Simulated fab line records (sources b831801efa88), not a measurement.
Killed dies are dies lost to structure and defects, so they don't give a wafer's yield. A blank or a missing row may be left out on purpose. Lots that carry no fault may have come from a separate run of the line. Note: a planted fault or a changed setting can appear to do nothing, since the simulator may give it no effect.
Problem report in the 8D (eight disciplines) form, filled by code / flow sky130 / the parts of the form that need people (team, actions taken, sign-off) are left out

1. THE PROBLEM
beam energy keV at SKY_LDD_LDN_IMPLANT_11 reads a mean of 17.946 on 6 wafers of 2 lots; wafers without a fault read 15.000 with a standard deviation of 0.0042. That is +99 or more standard deviations from the usual mean.
Seen first at day 28 08:05 on implanter-04, wafer L916.2. The record has a number at this step for 42 wafers belonging to 14 lots. Rule for "out", or "out of limits": more than 4 standard deviations from the usual mean. The rest of the wafers with a number are treated as sound.

2. WHAT THIS IS AND IS NOT
question=which readings at this step | is=beam energy keV | is not=-
question=which lots | is=L916, L918 | is not=L901, L902, L903, L904, L905, L906, L907, L908, L919, L920, L921, L924
question=which wafers of those lots | is=all that have a number | is not=-
question=read on which tools | is=implanter-04 | is not=implanter-01, implanter-02
question=when | is=from day 28 08:05 | is not=up to then (24 sound wafers); but 12 sound wafers of L919, L920, L921, L924 came after

3. THE SUSPECTS, EACH WITH WHAT RULES IT OUT
Counting: a tool at a process step up to the reading stays a suspect if it ran every lot that is out and no sound lot after the first of them.
- implanter-04 at SKY_LDD_LDN_IMPLANT_11: ruled out as a lasting fault. The sound lots L924 went through it after L916, its earliest lot that is out (day 28 08:05).
Left after counting: nothing in the record.

4. THE CAUSE (what the simulator had put in)
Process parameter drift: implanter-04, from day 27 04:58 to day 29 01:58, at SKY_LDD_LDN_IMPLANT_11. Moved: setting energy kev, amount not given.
Counting ruled it out, wrongly.

5. SEQUENCE OF EFFECTS, ordered by route
Each row: a reading where the mean over the struck wafers with a number is more than 3 standard deviations away from the usual. Only readings for which the record gives a usual standard deviation are gone through. hours: the time from each lot's start at the first step in this table that gives one to its start at this step, as a median over the lots. sigmas: the change in usual standard deviations.
hours=0; step=SKY_LDD_LDN_IMPLANT_11; reading=beam energy keV; usual=15.000; on struck wafers=17.946; change=+2.946; sigmas=+99 or more
Process steps it contains:
- SKY_LDD_LDN_IMPLANT_11

6. WHAT WOULD HAVE CAUGHT IT SOONER
The fault began at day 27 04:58; the first out-of-limits reading in this record came at day 28 08:05, 27 hours later.
